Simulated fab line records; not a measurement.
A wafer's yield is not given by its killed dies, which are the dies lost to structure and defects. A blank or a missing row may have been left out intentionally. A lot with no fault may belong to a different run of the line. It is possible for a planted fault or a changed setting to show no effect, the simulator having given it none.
Code-filled problem report in 8D (eight disciplines) form | flow sky130 | the parts of the form that need people (team, actions taken, sign-off) are left out

== 1. PROBLEM STATEMENT ==
run-length-s at SKY_POLY_GATE_ETCH_16 reads a mean of 164.5 s on 4 wafers of 3 lots; wafers without a fault read 175.8 s with a standard deviation of 0.49. That is -23 standard deviations from the usual mean.
The step: etches Si3N4 in CH3F/O2, stops on poly-Si, time 147.5 s, target depth 75 nm.
Earliest sighting: wafer L413.5 on rie-diel-02 at day 20 22:38. The record has a number at this step for 21 wafers belonging to 7 lots. Rule for "out", or "out of limits": more than 4 standard deviations from the usual mean. Any other wafer with a number is counted as sound.

== 2. WHAT THIS IS AND IS NOT ==
question                    | is                             | is not
which readings at this step | run-length-s, oes-product-au   | drypump-motor-current-A, throttle-valve-pct
which lots                  | L413, L414, L415               | L403, L419, L422, L424
which wafers of those lots  | L413.5, L414.4, L415.2, L415.5 | L413.2, L413.6, L414.2, L414.5, L415.6
read on which tools         | rie-diel-02                    | rie-diel-03, rie-diel-04
when                        | from day 20 22:38              | up to then (5 sound wafers); but 12 sound wafers of L414, L415, L419, L422, L424 came after

== 3. THE SUSPECTS, EACH WITH WHAT RULES IT OUT ==
Counting: if a tool at a process step up to the reading ran every lot that is out, it stays a suspect. Sound lots after the first of them don't rule it out here, since some wafers of a struck lot are sound.
- rie-diel-02 at SKY_POLY_GATE_ETCH_15 (etches BARC in N2/H2, stops on SiO2, time 118.5 s, target depth 110 nm): kept. It ran every lot that is out, first L413 (day 20 22:33).
- rie-diel-02 at SKY_POLY_GATE_ETCH_16 (etches Si3N4 in CH3F/O2, stops on poly-Si, time 147.5 s, target depth 75 nm): kept. It ran every lot that is out, first L413 (day 20 22:38). On those wafers its own readings are out: oes-product-au, run-length-s.
- rie-diel-02, SKY_POLY_GATE_ETCH_15: wafers that are out in chamber 3, sound lot-mates in chambers 0, 1, 2.
- rie-diel-02, SKY_POLY_GATE_ETCH_16: wafers that are out in chamber 3, sound lot-mates in chambers 0, 1, 2.
Remaining after the count are rie-diel-02 at SKY_POLY_GATE_ETCH_15 and rie-diel-02 at SKY_POLY_GATE_ETCH_16.

== 4. THE CAUSE (what the simulator had put in) ==
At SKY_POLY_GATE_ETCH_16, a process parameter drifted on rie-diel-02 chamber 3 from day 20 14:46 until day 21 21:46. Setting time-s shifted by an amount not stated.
2 suspects survive the count, and this tool is in that group.

== 5. THE EFFECT CHAIN, in route order ==
Each row: a reading where the mean over the struck wafers with a number is more than 3 standard deviations away from the usual. Readings are gone through only where the record gives a usual standard deviation; hours: the median, over the lots, of the time from a lot's start at the first step in this table giving one to that lot's start at this step; sigmas: the change measured in usual standard deviations.
hours | step                  | reading        | usual      | on struck wafers | change | sigmas
0     | SKY_POLY_GATE_ETCH_16 | oes-product-au | 0.641 a.u. | 0.684            | +0.043 | +8.0
0     | SKY_POLY_GATE_ETCH_16 | run-length-s   | 175.8 s    | 164.5            | -11.3  | -23
Process steps it contains:
- SKY_POLY_GATE_ETCH_16: etches Si3N4 in CH3F/O2, stops on poly-Si, time 147.5 s, target depth 75 nm.

== 6. WHAT WOULD HAVE CAUGHT IT SOONER ==
8 hours passed between the start of the fault at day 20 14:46 and the first reading out of limits in this record, taken at day 20 22:38.
